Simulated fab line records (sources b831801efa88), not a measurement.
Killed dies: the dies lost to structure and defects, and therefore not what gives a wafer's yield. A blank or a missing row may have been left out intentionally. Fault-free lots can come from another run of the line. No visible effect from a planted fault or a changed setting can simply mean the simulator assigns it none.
fab line records    flow sky130
record: lots: 6  wafers: 18  lastDay: 50
route steps=708 shown LDD_HVN@274 LDD_HVP@278 LDD_LDN@289 PAD_OPEN@708
lots untouched by any fault: they come from a run of this same line in which no faults occurred
startH: the number of hours between the record's first day and the start of the first shown wafer of the lot    waitH: hours from the lot's prior step to this one    " same as the row above    L1.1+2: one row covering several wafers at once    - either no value or no given start    * or withheld: withheld    < > ~ a bound
route shown NAME@n: names a module that has steps shown in the file, with the first one's number in the route    usual: the fault-free wafers' mean and standard deviation    same: alike in all rows    chamber/n: place in a boat    sites: the reading at each site    _std_site: how widely they spread, as a standard deviation    _edge_site: inner sites' mean taken away from outer sites' mean    radiusMm: for every site, how far away it sits from the centre of the wafer    mask NAME#n: copy n    behind: the last tool/chamber to shape the wafer    hold: reason for holding the lot/hours on hold/outcome of the hold    device: names the non-switching transistor (n, p or np)    end of line: the same wafers' tests at the end of the route    a step with no rows: only its recipe    killed: not the wafer's yield, but the dies lost to structure and defects at the first sort    map: a wafer's dies, x killed, . not, _ none there
set.NAME: the run value of the setting; set.NAME@STEP: its run value at that earlier step    model.NAME: the simulator's own value behind a step, which no gauge read
certain route steps with their lots: each step a table, each wafer a row
services: a tool's chamber out of use, with start hour (startH, from the record's first day; less than 0 if before it), hours out, and reason
== steps ==
step: SKY_LDD_HVN_OVL_MEAS_07
usual: LDD_HVN_OVL: 0.9/1.4
lot.wafer  tool        chamber  startH  waitH  LDD_HVN_OVL[nm]
L126.1     overlay-02  -        511.61  0.1    -0.9
L126.3     "           -        "       "      -0.9
L126.6     "           -        "       "      -0.5
L127.3     overlay-01  -        512.59  0.1    0.8
L127.4     "           -        "       "      1.6
L127.6     "           -        "       "      1.3
L139.1     overlay-02  -        626.73  0.1    1.0
L139.2     "           -        "       "      0.0
L139.5     "           -        "       "      0.8
L142.2     overlay-02  -        632.95  0.1    0.5
L142.5     "           -        "       "      0.8
L142.6     "           -        "       "      -0.4
L144.1     overlay-01  -        641.51  0.1    -0.8
L144.3     "           -        "       "      0.8
L144.5     "           -        "       "      0.7
L145.1     overlay-02  -        650.38  0.1    -0.6
L145.4     "           -        "       "      -1.6
L145.6     "           -        "       "      -1.4
step: SKY_LDD_HVN_IMPLANT_08
recipe: species: P  energyKev: 60  doseCm2: 3e+13  tiltDeg: 40
step: SKY_LDD_HVN_STRIP_09
recipe: chemistry: O2/N2  powerW: 1400  pressureMtorr: 1500  platenTempC: withheld  o2FlowSccm: 3000  n2FlowSccm: 300  overashFraction: 0.5
usual: drypumpMotorCurrentA: 5.79/0.3  oesProductAu: 0.408/0.0042  stripTimeToEndpointS: 4.133/0.017
lot.wafer  tool            chamber  startH  waitH  drypumpMotorCurrentA  oesProductAu  rfHoursCounterH  stripTimeToEndpointS
L126.1     plasmaAsher-01  0        511.80  0.1    6.15                  0.416         72               4.169
L126.3     "               0        "       "      6.17                  0.403         -                4.148
L126.6     "               0        "       "      6.14                  0.406         -                4.179
L127.3     plasmaAsher-03  1        512.79  0.1    5.43                  0.410         -                4.132
L127.4     "               0        "       "      5.30                  0.409         -                4.142
L127.6     "               1        "       "      5.43                  0.419         -                4.120
L139.1     plasmaAsher-03  0        626.91  0.1    5.32                  0.410         47               4.133
L139.2     "               1        "       "      5.43                  0.411         47               4.148
L139.5     "               0        "       "      5.30                  0.408         -                4.120
L142.2     plasmaAsher-02  0        633.13  0.1    5.76                  0.411         92               4.138
L142.5     "               1        "       "      6.05                  0.407         -                4.117
L142.6     "               0        "       "      5.77                  0.409         -                4.122
L144.1     plasmaAsher-02  0        641.70  0.1    5.74                  0.407         93               4.131
L144.3     "               1        "       "      6.04                  0.402         -                4.131
L144.5     "               0        "       "      5.76                  0.416         -                4.133
L145.1     plasmaAsher-01  0        650.56  0.1    6.17                  0.406         86               4.122
L145.4     "               0        "       "      6.18                  0.407         -                4.156
L145.6     "               0        "       "      6.16                  0.408         -                4.149
step: SKY_LDD_HVN_TW_MEAS_10
usual: LDD_HVN_TW: 1434/16
lot.wafer  tool          chamber  startH  waitH  LDD_HVN_TW
L126.1     filmMetro-01  -        511.90  0.1    1434
L126.3     "             -        "       "      1436
L126.6     "             -        "       "      1434
L127.3     filmMetro-04  -        512.88  0.1    1420
L127.4     "             -        "       "      1426
L127.6     "             -        "       "      1419
L139.1     filmMetro-04  -        627.01  0.1    1413
L139.2     "             -        "       "      1410
L139.5     "             -        "       "      1416
L142.2     filmMetro-01  -        633.24  0.1    1431
L142.5     "             -        "       "      1425
L142.6     "             -        "       "      1431
L144.1     filmMetro-04  -        641.80  0.1    1417
L144.3     "             -        "       "      1415
L144.5     "             -        "       "      1417
L145.1     filmMetro-04  -        650.66  0.1    1430
L145.4     "             -        "       "      1425
L145.6     "             -        "       "      1431
step: SKY_LDD_HVP_DEHYDRATE_00
recipe: tempC: 200  timeS: 60
step: SKY_LDD_HVP_HMDS_01
recipe: primeTimeS: 60  primeTempC: 120
step: SKY_LDD_HVP_COAT_02
recipe: resist: NOVOLAK  spinRpm: 3000  resistThkNm: 300
step: SKY_LDD_HVP_SOFTBAKE_03
recipe: tempC: 90  timeS: 60  resist: NOVOLAK
step: SKY_LDD_HVP_EXPOSE_04
recipe: maskId: HVPTM  na: 0.6  sourceShape: conventional  sigmaOuter: 0.6  polarization: unpolarized  targetCdNm: 700  doseMj: 86
step: SKY_LDD_HVP_PEB_05
recipe: tempC: withheld  timeS: *  resist: NOVOLAK
step: SKY_LDD_HVP_DEVELOP_06
recipe: resist: NOVOLAK  developer: TMAH  developTimeS: 60  devTempC: 23
step: SKY_LDD_HVP_OVL_MEAS_07
usual: LDD_HVP_OVL: -0.7/1.4
lot.wafer  tool        chamber  startH  waitH  LDD_HVP_OVL[nm]
L126.1     overlay-02  -        542.60  0.1    -0.1
L126.3     "           -        "       "      0.0
L126.6     "           -        "       "      -1.3
L127.3     overlay-02  -        543.44  0.1    -3.1
L127.4     "           -        "       "      -3.1
L127.6     "           -        "       "      -0.3
L139.1     overlay-01  -        655.02  0.1    0.2
L139.2     "           -        "       "      2.6
L139.5     "           -        "       "      1.3
L142.2     overlay-01  -        660.91  0.1    1.9
L142.5     "           -        "       "      0.3
L142.6     "           -        "       "      -1.2
L144.1     overlay-02  -        669.31  0.1    -0.2
L144.3     "           -        "       "      0.7
L144.5     "           -        "       "      -0.2
L145.1     overlay-01  -        678.21  0.1    -2.1
L145.4     "           -        "       "      -0.7
L145.6     "           -        "       "      -0.5
step: SKY_LDD_HVP_IMPLANT_08
recipe: species: B  energyKev: 20.17  doseCm2: 1.7e+13  tiltDeg: 17.9
usual: beamOnS: 9.98/0.2  faradayCurrentUA: 96.0/1.9
lot.wafer  tool          chamber  startH  waitH  beamOnS  faradayCurrentUA
L126.1     implanter-02  0        542.64  0.0    10.02    95.8
L126.3     "             0        "       "      10.01    95.6
L126.6     "             0        "       "      9.47     101.2
L127.3     implanter-04  0        543.51  0.1    10.04    95.2
L127.4     "             0        "       "      9.92     96.5
L127.6     "             0        "       "      9.78     98.2
L139.1     implanter-02  0        655.06  0.0    12.12    78.8
L139.2     "             0        "       "      12.47    76.7
L139.5     "             0        "       "      12.18    78.5
L142.2     implanter-02  0        660.97  0.0    12.22    78.3
L142.5     "             0        "       "      12.25    78.4
L142.6     "             0        "       "      12.09    79.7
L144.1     implanter-01  0        669.34  0.0    9.55     100.4
L144.3     "             0        "       "      10.00    95.7
L144.5     "             0        "       "      9.95     96.5
L145.1     implanter-01  0        678.24  0.0    10.03    95.5
L145.4     "             0        "       "      9.60     99.0
L145.6     "             0        "       "      10.25    93.5
step: SKY_LDD_HVP_STRIP_09
recipe: chemistry: O2/N2  powerW: 1400  pressureMtorr: 1500  platenTempC: withheld  o2FlowSccm: 3000  n2FlowSccm: 300  overashFraction: 0.5
usual: drypumpMotorCurrentA: 5.8/0.48  oesProductAu: 0.407/0.0039  stripTimeToEndpointS: 4.132/0.015
lot.wafer  tool            chamber  startH  waitH  drypumpMotorCurrentA  oesProductAu  rfHoursCounterH  stripTimeToEndpointS
L126.1     plasmaAsher-01  0        542.79  0.1    6.2                   0.403         75               4.118
L126.3     "               1        "       "      5.6                   0.409         -                4.129
L126.6     "               0        "       "      6.2                   0.402         -                4.125
L127.3     plasmaAsher-04  0        543.64  0.1    6.2                   0.409         -                4.176
L127.4     "               1        "       "      4.8                   0.409         -                4.163
L127.6     "               0        "       "      6.2                   0.414         -                4.150
L139.1     plasmaAsher-01  1        655.21  0.1    5.6                   0.410         86               4.128
L139.2     "               0        "       "      6.1                   0.413         86               4.126
L139.5     "               0        "       "      6.2                   0.408         -                4.128
L142.2     plasmaAsher-04  1        661.09  0.1    4.8                   0.407         23               4.142
L142.5     "               1        "       "      4.8                   0.412         -                4.136
L142.6     "               0        "       "      6.2                   0.405         -                4.135
L144.1     plasmaAsher-01  1        669.49  0.1    5.6                   0.408         88               4.124
L144.3     "               1        "       "      5.6                   0.403         -                4.132
L144.5     "               0        "       "      6.2                   0.406         -                4.106
L145.1     plasmaAsher-04  0        678.39  0.1    6.1                   0.402         24               4.145
L145.4     "               1        "       "      4.8                   0.407         -                4.112
L145.6     "               0        "       "      6.2                   0.412         -                4.118
step: SKY_LDD_HVP_TW_MEAS_10
usual: LDD_HVP_TW: 452.3/3
lot.wafer  tool          chamber  startH  waitH  LDD_HVP_TW
L126.1     filmMetro-02  -        542.89  0.1    452.1
L126.3     "             -        "       "      452.0
L126.6     "             -        "       "      451.5
L127.3     filmMetro-04  -        543.73  0.1    446.5
L127.4     "             -        "       "      449.3
L127.6     "             -        "       "      449.3
L139.1     filmMetro-01  -        655.31  0.1    488.9
L139.2     "             -        "       "      488.2
L139.5     "             -        "       "      487.7
L142.2     filmMetro-02  -        661.20  0.1    481.3
L142.5     "             -        "       "      479.7
L142.6     "             -        "       "      482.5
L144.1     filmMetro-02  -        669.59  0.1    449.9
L144.3     "             -        "       "      453.1
L144.5     "             -        "       "      453.2
L145.1     filmMetro-02  -        678.49  0.1    453.9
L145.4     "             -        "       "      452.6
L145.6     "             -        "       "      450.7
step: SKY_LDD_LDN_DEHYDRATE_00
recipe: tempC: 200  timeS: 60
step: SKY_PAD_OPEN_PROBE_99
usual: killed_at_M0_to_M3: 43/7.1  killed_at_M4_up: 3.0/1.6  killedAtContacts: 24/5.3  killedAtFrontEnd: 16/4.1  killedAtOther: 0.5/0.82  killedDies: 86/9.4  killedOpen: 46/6.9  killedShort: 39/6.5
same: grossDies: 492  killedAtBackSide: 0
lot.wafer  tool       chamber  startH   waitH  killed_at_M0_to_M3  killed_at_M4_up  killedAtContacts  killedAtFrontEnd  killedAtOther  killedDies  killedOpen  killedShort  model.etest.tip_p_5v.rsOhmSq
L126.1     prober-01  -        1106.52  0.1    45                  3                23                16                0              87          44          43           2872
L126.3     prober-01  -        1106.62  0.2    32                  3                20                18                0              73          37          36           2869
L126.6     prober-01  -        1106.77  0.2    41                  4                20                16                1              82          41          41           2870
L127.3     prober-02  -        1108.53  0.2    49                  4                21                14                5              93          47          42           2840
L127.4     prober-02  -        1108.58  0.2    38                  4                24                16                2              84          40          42           2833
L127.6     prober-02  -        1108.68  0.2    33                  3                26                19                2              83          52          29           2851
L139.1     prober-01  -        1180.72  0.1    42                  3                26                22                1              94          56          35           2445
L139.2     prober-01  -        1180.77  0.1    48                  2                19                9                 0              78          51          25           2454
L139.5     prober-01  -        1180.92  0.2    43                  0                26                14                0              83          47          35           2441
L142.2     prober-01  -        1183.37  0.1    38                  3                19                25                0              85          45          40           2435
L142.5     prober-01  -        1183.52  0.2    31                  2                24                18                0              75          43          32           2433
L142.6     prober-01  -        1183.57  0.2    30                  0                34                12                0              76          41          35           2435
L144.1     prober-02  -        1189.92  0.1    42                  1                25                20                1              89          44          45           2806
L144.3     prober-02  -        1190.02  0.2    41                  3                29                20                1              94          53          41           2817
L144.5     prober-02  -        1190.12  0.2    40                  2                20                22                0              84          36          48           2811
L145.1     prober-02  -        1193.81  0.1    40                  1                24                16                0              81          44          35           2845
L145.4     prober-02  -        1193.96  0.2    45                  3                29                14                1              92          50          42           2868
L145.6     prober-02  -        1194.06  0.2    36                  2                29                9                 0              76          49          27           2857
killed by level:class
L126.1 VIA3:geometricParticle:open=9 LI_CONTACT:geometricParticle:open=7 FIELD_ISO:geometricParticle:open=6 LOCAL_INTERCONNECT:geometricParticle:short=6 VIA1:geometricParticle:open=6 METAL2:geometricParticle:short=6 FIELD_ISO:geometricParticle:short=5 VIA1:geometricParticle:short=5
L126.3 CONTACT:geometricParticle:open=8 FIELD_ISO:geometricParticle:open=6 LI_CONTACT:geometricParticle:open=6 FIELD_ISO:geometricParticle:short=5 METAL2:geometricParticle:short=5 VIA1:geometricParticle:open=4 VIA3:geometricParticle:open=4 POLY_GATE:geometricParticle:short=3
L126.6 POLY_GATE:geometricParticle:open=7 CONTACT:geometricParticle:open=7 VIA1:geometricParticle:open=7 VIA2:geometricParticle:open=6 LOCAL_INTERCONNECT:geometricParticle:short=5 VIA3:geometricParticle:short=5 METAL2:geometricParticle:short=4 CONTACT:geometricParticle:short=4
L127.3 VIA1:geometricParticle:open=10 VIA2:geometricParticle:open=9 CONTACT:geometricParticle:open=7 LI_CONTACT:geometricParticle:open=6 METAL1:geometricParticle:short=6 VIA3:geometricParticle:open=5 VIA3:geometricParticle:short=5 POLY_GATE:geometricParticle:short=4
L127.4 CONTACT:geometricParticle:open=10 VIA1:geometricParticle:open=9 VIA3:geometricParticle:open=7 LOCAL_INTERCONNECT:geometricParticle:short=5 VIA1:geometricParticle:short=5 VIA2:geometricParticle:short=5 LI_CONTACT:geometricParticle:open=4 FIELD_ISO:geometricParticle:short=3
L127.6 CONTACT:geometricParticle:open=10 LI_CONTACT:geometricParticle:open=9 VIA1:geometricParticle:open=7 VIA2:geometricParticle:open=6 METAL2:geometricParticle:short=4 VIA3:geometricParticle:open=4 FIELD_ISO:geometricParticle:open=3 POLY_GATE:geometricParticle:open=3
L139.1 CONTACT:geometricParticle:open=11 VIA3:geometricParticle:open=7 FIELD_ISO:geometricParticle:open=6 LI_CONTACT:geometricParticle:open=6 METAL2:geometricParticle:short=6 VIA2:geometricParticle:open=6 POLY_GATE:geometricParticle:open=5 VIA1:geometricParticle:open=5
L139.2 VIA3:geometricParticle:open=12 VIA1:geometricParticle:open=9 CONTACT:geometricParticle:open=8 VIA2:geometricParticle:open=8 LI_CONTACT:geometricParticle:open=6 METAL2:geometricParticle:short=5 VIA1:geometricParticle:short=4 POLY_GATE:geometricParticle:short=3
L139.5 VIA3:geometricParticle:open=11 VIA2:geometricParticle:open=9 LI_CONTACT:geometricParticle:short=8 CONTACT:geometricParticle:open=8 LI_CONTACT:geometricParticle:open=5 VIA1:geometricParticle:open=5 METAL2:geometricParticle:short=5 FIELD_ISO:geometricParticle:short=4
L142.2 VIA1:geometricParticle:open=10 POLY_GATE:geometricParticle:short=9 CONTACT:geometricParticle:open=8 VIA1:geometricParticle:short=7 FIELD_ISO:geometricParticle:short=6 VIA2:geometricParticle:open=6 VIA3:geometricParticle:open=6 POLY_GATE:geometricParticle:open=4
L142.5 VIA1:geometricParticle:open=11 CONTACT:geometricParticle:open=8 METAL1:geometricParticle:short=5 LI_CONTACT:geometricParticle:open=4 LI_CONTACT:geometricParticle:short=4 CONTACT:geometricParticle:short=4 FIELD_ISO:geometricParticle:open=3 FIELD_ISO:geometricParticle:short=3
L142.6 CONTACT:geometricParticle:open=13 LOCAL_INTERCONNECT:geometricParticle:short=8 VIA1:geometricParticle:open=7 POLY_GATE:geometricParticle:short=6 LI_CONTACT:geometricParticle:open=6 VIA3:geometricParticle:open=4 VIA1:geometricParticle:short=4 CONTACT:geometricParticle:short=3
L144.1 VIA1:geometricParticle:open=12 CONTACT:geometricParticle:open=9 POLY_GATE:geometricParticle:short=8 CONTACT:geometricParticle:short=7 VIA2:geometricParticle:open=7 FIELD_ISO:geometricParticle:short=5 LOCAL_INTERCONNECT:geometricParticle:short=4 METAL1:geometricParticle:short=4
L144.3 CONTACT:geometricParticle:open=11 VIA1:geometricParticle:open=9 METAL2:geometricParticle:short=7 FIELD_ISO:geometricParticle:open=6 POLY_GATE:geometricParticle:open=6 CONTACT:geometricParticle:short=6 VIA3:geometricParticle:open=6 LI_CONTACT:geometricParticle:open=5
L144.5 POLY_GATE:geometricParticle:short=10 CONTACT:geometricParticle:open=7 VIA2:geometricParticle:open=6 METAL2:geometricParticle:short=6 VIA1:geometricParticle:open=6 CONTACT:geometricParticle:short=5 VIA2:geometricParticle:short=5 FIELD_ISO:geometricParticle:short=4
L145.1 VIA2:geometricParticle:open=9 VIA1:geometricParticle:open=8 CONTACT:geometricParticle:open=7 VIA1:geometricParticle:short=7 VIA3:geometricParticle:open=7 CONTACT:geometricParticle:short=6 LOCAL_INTERCONNECT:geometricParticle:short=4 FIELD_ISO:geometricParticle:short=4
L145.4 CONTACT:geometricParticle:open=14 VIA1:geometricParticle:open=12 CONTACT:geometricParticle:short=7 METAL2:geometricParticle:short=7 FIELD_ISO:geometricParticle:open=6 METAL1:geometricParticle:short=6 VIA3:geometricParticle:open=5 VIA2:geometricParticle:open=4
L145.6 CONTACT:geometricParticle:open=14 VIA1:geometricParticle:open=7 VIA2:geometricParticle:open=7 VIA3:geometricParticle:open=5 LI_CONTACT:geometricParticle:open=5 POLY_GATE:geometricParticle:short=4 FIELD_ISO:geometricParticle:short=3 METAL1:geometricParticle:open=3
== services ==
tool            chamber  startH  hours  kind
plasmaAsher-03  -        503.19  2.9    repair
plasmaAsher-04  -        523.43  1.3    repair
implanter-02    -        546.29  1.4    repair
implanter-02    -        570.28  3.7    pm
plasmaAsher-01  -        581.99  2.8    pm
implanter-02    -        602.20  5.2    pm
implanter-04    -        663.78  19.3   pm
== key ==
firstSign: step: SKY_LDD_HVP_IMPLANT_08  reading: beamOnS  direction: up  sigmas: 11  usual: 9.98  struck: 12.22
effect: step: SKY_LDD_HVP_IMPLANT_08  reading: faradayCurrentUA  direction: down  sigmas: 9.1  usual: 96.0  struck: 78.4
effect: step: SKY_LDD_HVP_TW_MEAS_10  reading: LDD_HVP_TW  direction: up  sigmas: 11  usual: 452.3  struck: 484.7
modelEffect: step: SKY_PAD_OPEN_PROBE_99  value: etest.tip_p_5v.rsOhmSq  without: 2842  struck: 2441
metAt SKY_LDD_HVP_IMPLANT_08
struckWafers L139.1,L139.2,L139.5,L142.2,L142.5,L142.6
testerLeftOut L139,L142
onsetBetween 542.64 655.06
fault: kind: processParameterDrift  tool: implanter-02  chamber: -  onsetH: 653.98  steps: SKY_LDD_HVP_IMPLANT_08  channel: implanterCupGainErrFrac  offset: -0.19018  shape: step  endH: 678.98
testerLeftOut: of these lots the tester's yield and bins aren't shown, on N5 and GAA mostly nor the transistor test; their killed dies are dies lost to structure and defects alone, not to doping, threshold or leakage, so they don't give the yield
